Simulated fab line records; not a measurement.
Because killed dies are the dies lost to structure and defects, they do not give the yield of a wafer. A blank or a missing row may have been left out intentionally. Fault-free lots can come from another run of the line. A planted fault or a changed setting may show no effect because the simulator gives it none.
Chamber matching	flow sfqLine	SFQ_TRILAYER_I7_CMP_CMP_184 on cmp-01: 4 sister chambers
The step polishes SiO2. 8 wafers are shown with their chamber, then 8 later ones without.

== WAFERS PAIRED WITH THEIR CHAMBERS ==
wafer	chamber	motorCurrentA (A)	timeToEndpointS (s)
L681.2	1	9.5	218
L681.5	1	10.2	217
L688.4	2	11.3	212
L688.6	3	11.8	230
L690.3	3	11.7	238
L690.4	0	11.9	224
L690.5	2	11.1	230
L692.2	0	11.7	227

== WAFERS MISSING THEIR CHAMBER ==
wafer	motorCurrentA (A)	timeToEndpointS (s)
L692.4	11.3	246
L692.3	11.4	213
L693.4	11.7	229
L693.2	11.5	234
L693.6	11.6	229
L695.2	11.0	222
L695.5	11.6	224
L695.6	11.1	251

== WHICH CHAMBER EACH WENT THROUGH ==
wafer	from the rows above	in truth
L692.4	can't be placed: 3 or 0 or 2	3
L692.3	can't be placed: 2 or 0 or 3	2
L693.4	can't be placed: 0 or 3 or 2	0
L693.2	can't be placed: 3 or 0 or 2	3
L693.6	can't be placed: 0 or 3 or 2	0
L695.2	2	2
L695.5	can't be placed: 0 or 3 or 2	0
L695.6	can't be placed: 3 or 2 or 0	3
Correctly placed: 1 of 8. Can't be placed from these rows: 7 (the true chamber is among the candidates in 7). Wrongly placed: 0.
How it was worked out, from the rows above alone: a wafer's distance from a chamber is the root of the sum, over the readings, of the square of ((its reading less the chamber's mean) divided by the reading's scatter). If the next closest chamber is less than 2 further off than the closest, the wafer can't be placed; otherwise it belongs to the closest. Each chamber's mean is taken over the wafers shown for it. The scatter: the root of (the sum of the squares of (reading less its chamber's mean) over the shown wafers, divided by (wafers less chambers)).
